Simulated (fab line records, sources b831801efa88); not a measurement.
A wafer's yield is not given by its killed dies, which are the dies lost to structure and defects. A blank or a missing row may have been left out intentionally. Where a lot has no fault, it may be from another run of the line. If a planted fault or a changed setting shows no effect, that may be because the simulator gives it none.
Matching of chambers    flow sky130    4 sister chambers for SKY_VIA3_CMP_24 on cmp-02
The step polishes, stops on SiO2, t overpolish 20 s, target thk 0 nm. 8 wafers are shown with their chamber, then 12 later ones without.

## EACH WAFER AND ITS CHAMBER
wafer   chamber  time to endpoint s (s)  motor current A (A)
L082.6  0        99                      10.5
L084.4  2        89                      10.2
L085.1  3        103                     11.5
L085.2  1        95                      11.2
L085.3  2        85                      10.8
L087.2  1        98                      10.8
L087.3  0        101                     10.2
L087.4  3        103                     10.9

## WAFERS WHOSE CHAMBER IS MISSING
wafer   time to endpoint s (s)  motor current A (A)
L092.1  94                      10.7
L092.5  97                      10.1
L092.6  105                     11.0
L093.2  99                      10.9
L093.3  83                      10.7
L093.6  100                     10.9
L094.2  94                      9.8
L094.5  88                      10.4
L094.6  83                      10.5
L095.2  92                      10.7
L095.4  95                      10.0
L095.5  92                      10.4

## WHICH CHAMBER EACH WENT THROUGH
wafer    from the rows above            in truth
L092.1   can't be placed: 1 or 0        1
L092.5   can't be placed: 0 or 1        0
L092.6   3                              3
L093.2   can't be placed: 1 or 0 or 3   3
L093.3   2                              2
L093.6   can't be placed: 0 or 3 or 1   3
L094.2   can't be placed: 0 or 1 or 2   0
L094.5   2                              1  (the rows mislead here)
L094.6   2                              2
L095.2   can't be placed: 1 or 2 or 0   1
L095.4   can't be placed: 0 or 1 or 2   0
L095.5   can't be placed: 2 or 1 or 0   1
Placed correctly: 3 of 12. Cannot be placed on the basis of these rows: 8; the candidates contain the true chamber in 8. 1 placed wrongly.
How it was worked out, from the rows above alone: a wafer's distance from a chamber is the root of the sum, over the readings, of the square of ((its reading less the chamber's mean) divided by the reading's scatter). If the next closest chamber is less than 2 further off than the closest, the wafer can't be placed; otherwise it belongs to the closest. For every chamber, the mean is computed from those of its wafers that are shown. The scatter: take each reading less its chamber's mean, square it, sum over the shown wafers, divide by the number of wafers less the number of chambers, and take the root.
